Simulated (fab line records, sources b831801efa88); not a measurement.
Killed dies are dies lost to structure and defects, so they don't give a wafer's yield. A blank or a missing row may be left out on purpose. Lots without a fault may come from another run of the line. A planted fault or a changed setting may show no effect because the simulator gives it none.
Which tool did it? | flow sky130 | 24 lots, 72 wafers sampled, at 6 steps of a route of 708

WHAT THE GAUGES READ, wafer by wafer
SKY_CONTACT_THK_MEAS_01. Usual: CONTACT_CVD_00_THK 74.9 nm, standard deviation 1.1.
lot  | measured     | on            | CONTACT_CVD_00_THK (nm) | flag
L074 | day 29 22:18 | film_metro-03 | 73.9 75.7 75.9          |
L075 | day 30 00:39 | film_metro-04 | 74.2 75.6 74.6          |
L076 | day 31 04:08 | film_metro-04 | 73.5 74.4 73.1          |
L077 | day 31 17:46 | film_metro-02 | 73.8 74.9 74.5          |
L078 | day 33 02:26 | film_metro-04 | 75.5 76.5 76.9          |
L079 | day 33 04:17 | film_metro-03 | 73.6 74.2 74.8          |
L080 | day 33 13:00 | film_metro-02 | 74.9 75.3 75.4          |
L082 | day 33 18:45 | film_metro-04 | 72.8 77.1 76.9          |
L081 | day 33 20:45 | film_metro-04 | 73.7 74.4 75.3          |
L084 | day 33 23:14 | film_metro-03 | 73.3 74.1 74.2          |
L083 | day 33 22:53 | film_metro-03 | 74.4 75.5 76.1          |
L085 | day 34 00:02 | film_metro-03 | 76.0 75.0 74.4          |
L086 | day 35 04:51 | film_metro-03 | 74.4 74.4 75.3          |
L087 | day 35 02:19 | film_metro-03 | 74.9 76.4 76.1          |
L089 | day 36 05:29 | film_metro-02 | 74.4 73.9 75.3          |
L090 | day 36 02:59 | film_metro-04 | 74.0 73.9 74.7          |
L088 | day 36 05:13 | film_metro-02 | 74.3 76.4 75.9          |
L092 | day 36 15:54 | film_metro-04 | 74.8 75.9 75.9          |
L091 | day 36 16:56 | film_metro-03 | 74.3 76.6 75.8          |
L093 | day 37 00:39 | film_metro-03 | 73.3 75.0 75.3          |
L094 | day 37 01:34 | film_metro-03 | 74.2 73.8 75.9          |
L095 | day 37 15:56 | film_metro-03 | 74.9 76.6 76.6          |
L096 | day 37 10:58 | film_metro-02 | 75.9 76.3 77.2          |
L097 | day 37 19:59 | film_metro-03 | 74.4 74.1 75.2          |

SKY_VIA1_OVL_MEAS_13. Usual: VIA1_OVL -4 nm, standard deviation 5.4.
lot  | measured     | on         | VIA1_OVL (nm) | flag
L074 | day 33 11:16 | overlay-02 | 3 -1 -2       |
L075 | day 33 13:25 | overlay-02 | -12 -11 -4    |
L076 | day 34 15:24 | overlay-02 | -11 -9 -12    |
L077 | day 35 05:23 | overlay-02 | -5 -5 -7      |
L078 | day 36 14:25 | overlay-01 | 0 -2 -6       |
L079 | day 36 15:25 | overlay-01 | -15 -19 -17   |
L080 | day 36 23:12 | overlay-01 | -9 -4 -4      |
L082 | day 37 07:07 | overlay-01 | -3 -3 -9      |
L081 | day 37 08:37 | overlay-01 | -2 -4 -2      |
L084 | day 37 10:28 | overlay-01 | -1 -9 -6      |
L083 | day 37 08:58 | overlay-01 | -3 2 4        |
L085 | day 37 11:34 | overlay-01 | -10 -4 -7     |
L086 | day 38 15:52 | overlay-02 | -4 -6 -3      |
L087 | day 38 12:37 | overlay-02 | -2 -4 -8      |
L089 | day 39 14:28 | overlay-01 | 0 -4 1        |
L090 | day 39 10:58 | overlay-02 | 1 9 8         |
L088 | day 39 13:19 | overlay-02 | -3 -7 -1      |
L092 | day 40 00:31 | overlay-02 | -8 0 -4       |
L091 | day 40 00:52 | overlay-01 | -7 -6 -10     |
L093 | day 40 06:52 | overlay-01 | 3 2 -6        |
L094 | day 40 09:22 | overlay-02 | -2 -2 4       |
L095 | day 40 22:40 | overlay-01 | -7 -5 -6      |
L096 | day 40 17:25 | overlay-01 | -2 2 3        |
L097 | day 41 01:49 | overlay-01 | -4 6 -3       |

WHICH TOOL RAN EACH LOT (tool, then ch and the chambers of the sampled wafers, then the start)
lot  | SKY_NWELL_RTA_28                 | SKY_LOCAL_INTERCONNECT_STRIP_15      | SKY_METAL1_SPUTTER_01        | SKY_METAL1_ETCH_18
L074 | rtp_anneal-01 ch 0, day 5 04:29  | plasma_asher-04 ch 0,1, day 29 21:41 | pvd_sputter-02, day 31 04:24 | rie_metal-02 ch 0,1, day 32 07:41
L075 | rtp_anneal-02 ch 0, day 5 11:04  | plasma_asher-03 ch 0,1, day 30 00:01 | pvd_sputter-01, day 31 05:56 | rie_metal-04 ch 0,1, day 32 09:56
L076 | rtp_anneal-02 ch 0, day 6 03:05  | plasma_asher-03 ch 0,1, day 31 03:29 | pvd_sputter-04, day 32 08:47 | rie_metal-03 ch 0,1, day 33 11:14
L077 | rtp_anneal-01 ch 0, day 6 12:38  | plasma_asher-02 ch 0,1, day 31 17:09 | pvd_sputter-02, day 32 22:44 | rie_metal-04 ch 0,1, day 34 01:30
L078 | rtp_anneal-02 ch 0, day 7 08:50  | plasma_asher-03 ch 0,1, day 33 01:49 | pvd_sputter-04, day 34 07:29 | rie_metal-02 ch 0,1, day 35 10:14
L079 | rtp_anneal-01 ch 0, day 7 09:21  | plasma_asher-02 ch 0,1, day 33 03:40 | pvd_sputter-02, day 34 08:57 | rie_metal-04 ch 0,1, day 35 11:28
L080 | rtp_anneal-02 ch 0, day 7 18:17  | plasma_asher-02 ch 0,1, day 33 12:22 | pvd_sputter-02, day 34 17:21 | rie_metal-03 ch 0,1, day 35 19:53
L082 | rtp_anneal-01 ch 0, day 7 18:40  | plasma_asher-04 ch 0,1, day 33 18:07 | pvd_sputter-01, day 34 23:52 | rie_metal-02 ch 0,1, day 36 02:41
L081 | rtp_anneal-02 ch 0, day 7 18:54  | plasma_asher-04 ch 0,1, day 33 20:05 | pvd_sputter-04, day 35 02:19 | rie_metal-03 ch 0,1, day 36 04:51
L084 | rtp_anneal-01 ch 0, day 7 21:51  | plasma_asher-04 ch 0,1, day 33 22:37 | pvd_sputter-01, day 35 04:21 | rie_metal-02 ch 0,1, day 36 07:05
L083 | rtp_anneal-02 ch 0, day 7 22:17  | plasma_asher-02 ch 0,1, day 33 22:16 | pvd_sputter-02, day 35 03:44 | rie_metal-04 ch 0,1, day 36 05:55
L085 | rtp_anneal-01 ch 0, day 8 03:41  | plasma_asher-04 ch 0,1, day 33 23:25 | pvd_sputter-04, day 35 04:39 | rie_metal-03 ch 0,1, day 36 07:45
L086 | rtp_anneal-01 ch 0, day 8 18:05  | plasma_asher-02 ch 0,1, day 35 04:13 | pvd_sputter-02, day 36 09:38 | rie_metal-03 ch 0,1, day 37 12:16
L087 | rtp_anneal-02 ch 0, day 8 18:58  | plasma_asher-03 ch 0,1, day 35 01:41 | pvd_sputter-04, day 36 06:59 | rie_metal-02 ch 0, day 37 09:26
L089 | rtp_anneal-01 ch 0, day 9 17:50  | plasma_asher-04 ch 0,1, day 36 04:49 | pvd_sputter-04, day 37 09:32 | rie_metal-04 ch 0,1, day 38 11:59
L090 | rtp_anneal-02 ch 0, day 9 18:29  | plasma_asher-04 ch 0,1, day 36 02:22 | pvd_sputter-04, day 37 06:30 | rie_metal-03 ch 0,1, day 38 08:35
L088 | rtp_anneal-01 ch 0, day 9 20:21  | plasma_asher-03 ch 0,1, day 36 04:32 | pvd_sputter-01, day 37 09:30 | rie_metal-02 ch 0,1, day 38 11:04
L092 | rtp_anneal-01 ch 0, day 10 09:36 | plasma_asher-03 ch 0,1, day 36 14:52 | pvd_sputter-01, day 37 20:30 | rie_metal-04 ch 0, day 38 22:31
L091 | rtp_anneal-02 ch 0, day 10 10:23 | plasma_asher-03 ch 0,1, day 36 15:55 | pvd_sputter-04, day 37 21:42 | rie_metal-03 ch 0,1, day 38 23:08
L093 | rtp_anneal-01 ch 0, day 10 15:36 | plasma_asher-02 ch 0,1, day 37 00:01 | pvd_sputter-01, day 38 04:24 | rie_metal-02 ch 0, day 39 05:32
L094 | rtp_anneal-02 ch 0, day 10 15:44 | plasma_asher-03 ch 0,1, day 37 00:56 | pvd_sputter-02, day 38 06:18 | rie_metal-03 ch 0,1, day 39 08:04
L095 | rtp_anneal-01 ch 0, day 10 21:29 | plasma_asher-04 ch 0,1, day 37 14:58 | pvd_sputter-04, day 38 19:50 | rie_metal-03 ch 0,1, day 39 20:32
L096 | rtp_anneal-02 ch 0, day 10 23:51 | plasma_asher-02 ch 0, day 37 10:20   | pvd_sputter-02, day 38 14:59 | rie_metal-02 ch 0,1, day 39 16:19
L097 | rtp_anneal-02 ch 0, day 11 07:03 | plasma_asher-04 ch 0,1, day 37 19:08 | pvd_sputter-02, day 38 23:30 | rie_metal-04 ch 0, day 40 00:13
- SKY_NWELL_RTA_28: time 30 s.
- SKY_LOCAL_INTERCONNECT_STRIP_15: strips in O2/N2.
- SKY_METAL1_SPUTTER_01: material TiN, target thk 20 nm, time 16.7 s.
- SKY_METAL1_ETCH_18: etches BARC in N2/H2, stops on SiO2, time 45.9 s, target depth 60 nm.

WHAT THE TOOLS THEMSELVES READ (means of the sampled wafers that have a number; where no wafer has one, the mark that the record gives instead)
SKY_NWELL_RTA_28. Usual: lamp_power_pct 25.30 %, standard deviation 0.054; wafer_temp_C_max 1054.8, standard deviation 0.87.
lot  | tool          | lamp_power_pct (%) | wafer_temp_C_max | flag
L074 | rtp_anneal-01 | 25.32              | 1054.5           |
L075 | rtp_anneal-02 | 25.31              | 1054.2           |
L076 | rtp_anneal-02 | 25.32              | 1054.1           |
L077 | rtp_anneal-01 | 25.31              | 1054.2           |
L078 | rtp_anneal-02 | 25.26              | 1054.3           |
L079 | rtp_anneal-01 | 25.27              | 1055.2           |
L080 | rtp_anneal-02 | 25.35              | 1054.8           |
L082 | rtp_anneal-01 | 25.30              | 1055.0           |
L081 | rtp_anneal-02 | 25.29              | 1054.4           |
L084 | rtp_anneal-01 | 25.32              | 1055.0           |
L083 | rtp_anneal-02 | 25.31              | 1054.3           |
L085 | rtp_anneal-01 | 25.25              | 1054.9           |
L086 | rtp_anneal-01 | 25.30              | 1054.2           |
L087 | rtp_anneal-02 | 25.29              | 1054.0           |
L089 | rtp_anneal-01 | 25.36              | 1054.9           |
L090 | rtp_anneal-02 | 25.27              | 1054.6           |
L088 | rtp_anneal-01 | 25.25              | 1054.5           |
L092 | rtp_anneal-01 | 25.32              | 1055.4           |
L091 | rtp_anneal-02 | 25.33              | 1054.6           |
L093 | rtp_anneal-01 | 25.28              | 1054.6           |
L094 | rtp_anneal-02 | 25.27              | 1055.5           |
L095 | rtp_anneal-01 | 25.32              | 1054.9           |
L096 | rtp_anneal-02 | 25.28              | 1055.0           |
L097 | rtp_anneal-02 | 25.28              | 1054.3           |

SKY_LOCAL_INTERCONNECT_STRIP_15. Usual: drypump_motor_current_A 5.8 A, standard deviation 0.44; oes_product_au 0.427 a.u., standard deviation 0.0047; strip_time_to_endpoint_s 4.711 s, standard deviation 0.02.
lot  | tool            | drypump_motor_current_A (A) | oes_product_au (a.u.) | strip_time_to_endpoint_s (s) | flag
L074 | plasma_asher-04 | 5.8                         | 0.428                 | 4.713                        |
L075 | plasma_asher-03 | 6.1                         | 0.430                 | 4.705                        |
L076 | plasma_asher-03 | 6.1                         | 0.428                 | 4.707                        |
L077 | plasma_asher-02 | 5.7                         | 0.423                 | 4.714                        |
L078 | plasma_asher-03 | 5.9                         | 0.434                 | 4.740                        |
L079 | plasma_asher-02 | 5.7                         | 0.421                 | 4.700                        |
L080 | plasma_asher-02 | 5.2                         | 0.422                 | 4.695                        |
L082 | plasma_asher-04 | 5.8                         | 0.434                 | 4.741                        |
L081 | plasma_asher-04 | 5.8                         | 0.425                 | 4.720                        |
L084 | plasma_asher-04 | 5.8                         | 0.429                 | 4.703                        |
L083 | plasma_asher-02 | 5.2                         | 0.433                 | 4.712                        |
L085 | plasma_asher-04 | 5.8                         | 0.425                 | 4.716                        |
L086 | plasma_asher-02 | 5.7                         | 0.426                 | 4.727                        |
L087 | plasma_asher-03 | 5.9                         | 0.428                 | 4.708                        |
L089 | plasma_asher-04 | 5.8                         | 0.428                 | 4.729                        |
L090 | plasma_asher-04 | 5.8                         | 0.431                 | 4.708                        |
L088 | plasma_asher-03 | 6.1                         | 0.427                 | 4.706                        |
L092 | plasma_asher-03 | 6.0                         | 0.424                 | 4.689                        |
L091 | plasma_asher-03 | 6.1                         | 0.424                 | 4.723                        |
L093 | plasma_asher-02 | 5.2                         | 0.430                 | 4.697                        |
L094 | plasma_asher-03 | 5.9                         | 0.429                 | 4.733                        |
L095 | plasma_asher-04 | 5.8                         | 0.433                 | 4.727                        |
L096 | plasma_asher-02 | 6.1                         | 0.431                 | 4.704                        |
L097 | plasma_asher-04 | 5.8                         | 0.426                 | 4.689                        |

SKY_METAL1_SPUTTER_01. Usual: throttle_valve_pct 30.0 %, standard deviation 0.91.
lot  | tool           | throttle_valve_pct (%) | flag
L074 | pvd_sputter-02 | 30.2                   |
L075 | pvd_sputter-01 | 30.2                   |
L076 | pvd_sputter-04 | 30.6                   |
L077 | pvd_sputter-02 | 30.7                   |
L078 | pvd_sputter-04 | 29.9                   |
L079 | pvd_sputter-02 | 29.2                   |
L080 | pvd_sputter-02 | 30.1                   |
L082 | pvd_sputter-01 | 29.0                   |
L081 | pvd_sputter-04 | 30.0                   |
L084 | pvd_sputter-01 | 30.1                   |
L083 | pvd_sputter-02 | 29.5                   |
L085 | pvd_sputter-04 | 29.9                   |
L086 | pvd_sputter-02 | 30.0                   |
L087 | pvd_sputter-04 | 30.0                   |
L089 | pvd_sputter-04 | 30.6                   |
L090 | pvd_sputter-04 | 30.5                   |
L088 | pvd_sputter-01 | 29.3                   |
L092 | pvd_sputter-01 | 30.0                   |
L091 | pvd_sputter-04 | 30.5                   |
L093 | pvd_sputter-01 | 30.4                   |
L094 | pvd_sputter-02 | 30.1                   |
L095 | pvd_sputter-04 | 30.4                   |
L096 | pvd_sputter-02 | 29.1                   |
L097 | pvd_sputter-02 | 30.4                   |

SKY_METAL1_ETCH_18. Usual: bias_w 100.0 W, standard deviation 0.31; drypump_motor_current_A 5.9 A, standard deviation 0.48; oes_product_au 0.853 a.u., standard deviation 0.0049; throttle_valve_pct 13.227 %, standard deviation 0.01.
lot  | tool         | bias_w (W) | drypump_motor_current_A (A) | oes_product_au (a.u.) | throttle_valve_pct (%) | flag
L074 | rie_metal-02 | 99.6       | 5.7                         | 0.854                 | 13.228                 |
L075 | rie_metal-04 | 99.7       | 5.5                         | 0.848                 | 13.233                 |
L076 | rie_metal-03 | 100.2      | 6.3                         | 0.854                 | 13.223                 |
L077 | rie_metal-04 | 100.1      | 5.5                         | 0.851                 | 13.220                 |
L078 | rie_metal-02 | 100.1      | 5.7                         | 0.854                 | 13.236                 |
L079 | rie_metal-04 | 100.2      | 5.5                         | 0.859                 | 13.226                 |
L080 | rie_metal-03 | 99.9       | 6.3                         | 0.850                 | 13.219                 |
L082 | rie_metal-02 | 99.7       | 6.0                         | 0.853                 | 13.224                 |
L081 | rie_metal-03 | 100.1      | 6.2                         | 0.858                 | 13.226                 |
L084 | rie_metal-02 | 100.1      | 5.7                         | 0.852                 | 13.221                 |
L083 | rie_metal-04 | 99.9       | 5.5                         | 0.853                 | 13.230                 |
L085 | rie_metal-03 | 100.1      | 6.3                         | 0.855                 | 13.233                 |
L086 | rie_metal-03 | 100.0      | 6.2                         | 0.852                 | 13.210                 |
L087 | rie_metal-02 | 99.3       | 5.5                         | 0.850                 | 13.232                 |
L089 | rie_metal-04 | 100.4      | 5.5                         | 0.852                 | 13.215                 |
L090 | rie_metal-03 | 100.2      | 6.2                         | 0.855                 | 13.227                 |
L088 | rie_metal-02 | 99.9       | 5.7                         | 0.850                 | 13.229                 |
L092 | rie_metal-04 | 99.5       | 5.1                         | 0.858                 | 13.224                 |
L091 | rie_metal-03 | 99.8       | 6.3                         | 0.854                 | 13.216                 |
L093 | rie_metal-02 | 100.2      | 5.5                         | 0.853                 | 13.230                 |
L094 | rie_metal-03 | 99.6       | 6.3                         | 0.854                 | 13.228                 |
L095 | rie_metal-03 | 100.2      | 6.2                         | 0.852                 | 13.226                 |
L096 | rie_metal-02 | 100.0      | 6.0                         | 0.852                 | 13.227                 |
L097 | rie_metal-04 | 100.3      | 5.1                         | 0.856                 | 13.229                 |

THE ANSWER, worked out from the rows above alone
Rule: a lot is off if the mean of its wafers that have a number lies more than 3 standard deviations from the usual mean. A lot without any number at a reading at which 4 lots or more have one is off too. The other lots that the step has rows for count as sound. The gauges are gone through in route order, then the tools' own readings, and for those a lot's mean is taken as printed above. The first step at which some lot is off is used, and at that step the reading that is off furthest; a lot without a number counts as furthest.
No lot is off at any reading shown: from this, nothing can be told.

WHAT THE SIMULATOR HAD PUT IN
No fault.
